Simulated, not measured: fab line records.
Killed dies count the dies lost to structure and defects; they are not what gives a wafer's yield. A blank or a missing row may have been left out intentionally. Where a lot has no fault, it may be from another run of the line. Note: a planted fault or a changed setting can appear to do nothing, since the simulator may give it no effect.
A lot that was struck, set against a sound lot | flow sky130 | 17 steps out of a route of 708
Sound: wafers L819.4, L819.5, L819.6. Wafers struck: L831.2, L831.3, L831.6. The cause is named last.
Each step with rows lists, per side, the tool, then ch with its chambers, then its first start. Under that, the readings that differ: sound wafers | struck wafers | difference of the means | sigmas: that difference in standard deviations of wafers without a fault.
alike: a reading whose means differ by less than 2 such deviations, as well as words and numbers matching on both sides. not compared: withheld readings; readings where some wafer has no value; bounds like >300 that might hide an equal value; numbers whose values overlap and for which the record gives no deviation.
Wherever a step has rows on one side only, a row that says differs or no value, or a row with sigmas, the two part there. When numbers do not overlap yet have no deviation, they are printed without sigmas and do not part them. A reading that every wafer of one side lacks parts them only if that side has two wafers or more.

SKY_LDD_HVN_OVL_MEAS_07:
  sound: overlay-02 at day 23 17:14; struck: overlay-02 at day 26 13:28
  alike: LDD_HVN_OVL
following that, these wafers have no rows for 1 step: SKY_LDD_HVN_IMPLANT_08.
SKY_LDD_HVN_STRIP_09: strips in O2/N2.
  sound on plasma asher-01 ch 0,1, day 23 17:26; struck on plasma asher-04 ch 0,1, day 26 13:38
  alike: drypump motor current A, oes product au, strip time to endpoint s
  not compared: rf hours counter h
SKY_LDD_HVN_TW_MEAS_10:
  sound: film metro-02 at day 23 17:32; struck: film metro-02 at day 26 13:45
  alike: LDD_HVN_TW
then, 7 steps without rows for these wafers: SKY_LDD_HVP_DEHYDRATE_00 (time 60 s); SKY_LDD_HVP_HMDS_01 (prime time 60 s); SKY_LDD_HVP_COAT_02 (resist thk 300 nm); SKY_LDD_HVP_SOFTBAKE_03 (time 60 s); SKY_LDD_HVP_EXPOSE_04 (exposes mask HVPTM, target cd 700 nm); SKY_LDD_HVP_PEB_05; SKY_LDD_HVP_DEVELOP_06 (develop time 60 s).
SKY_LDD_HVP_OVL_MEAS_07:
  sound: overlay-01 at day 24 23:44; struck: overlay-02 at day 27 18:56
  alike: LDD_HVP_OVL
SKY_LDD_HVP_IMPLANT_08:
  sound on implanter-04 ch 0, day 24 23:50; struck on implanter-02 ch 0, day 27 18:59
  reading            | sound                | struck             | difference | sigmas
  tilt deg (degrees) | 17.912 17.902 17.937 | 0.035 -0.022 0.012 | -17.909    | -99 or more
SKY_LDD_HVP_STRIP_09: strips in O2/N2.
  sound on plasma asher-04 ch 0,1, day 24 23:56; struck on plasma asher-04 ch 0,1, day 27 19:07
  reading                      | sound             | struck            | difference | sigmas
  strip time to endpoint s (s) | 4.129 4.126 4.140 | 4.176 4.179 4.155 | +0.038     | +2
  alike: drypump motor current A, oes product au
  not compared: rf hours counter h
SKY_LDD_HVP_TW_MEAS_10:
  sound: film metro-01 at day 25 00:02; struck: film metro-01 at day 27 19:13
  reading    | sound       | struck      | difference | sigmas
  LDD_HVP_TW | 456 459 459 | 412 415 412 | -45        | -12
then, 1 step without rows for these wafers: SKY_LDD_LDN_DEHYDRATE_00 (time 60 s).
-- the record jumps here: 22 days lie between the struck wafers' starts before and after (it left off in module LDD_LDN and takes up again in module PAD_OPEN, whose first step shown is number 708 of the route) --
SKY_PAD_OPEN_PROBE_99:
  sound: prober-01 at day 48 08:07; struck: prober-01 at day 49 22:38
  reading                        | sound          | struck         | difference | sigmas
  killed at front end            | 21 17 19       | 7 7 4          | -13        | -3
  model.etest.tip_p_5v.rs ohm sq | 2849 2835 2850 | 2694 2691 2692 | -152       |
  alike: killed_at_M0_to_M3, killed_at_M4_up, killed at contacts, killed at other, killed dies, killed open, killed short

WHERE THEY PART
At SKY_LDD_HVP_IMPLANT_08 first; at SKY_PAD_OPEN_PROBE_99 last (within this record only).

WHY: what had been put in by the simulator
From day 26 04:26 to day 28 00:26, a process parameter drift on implanter-02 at SKY_LDD_HVP_IMPLANT_08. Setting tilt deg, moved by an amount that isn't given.
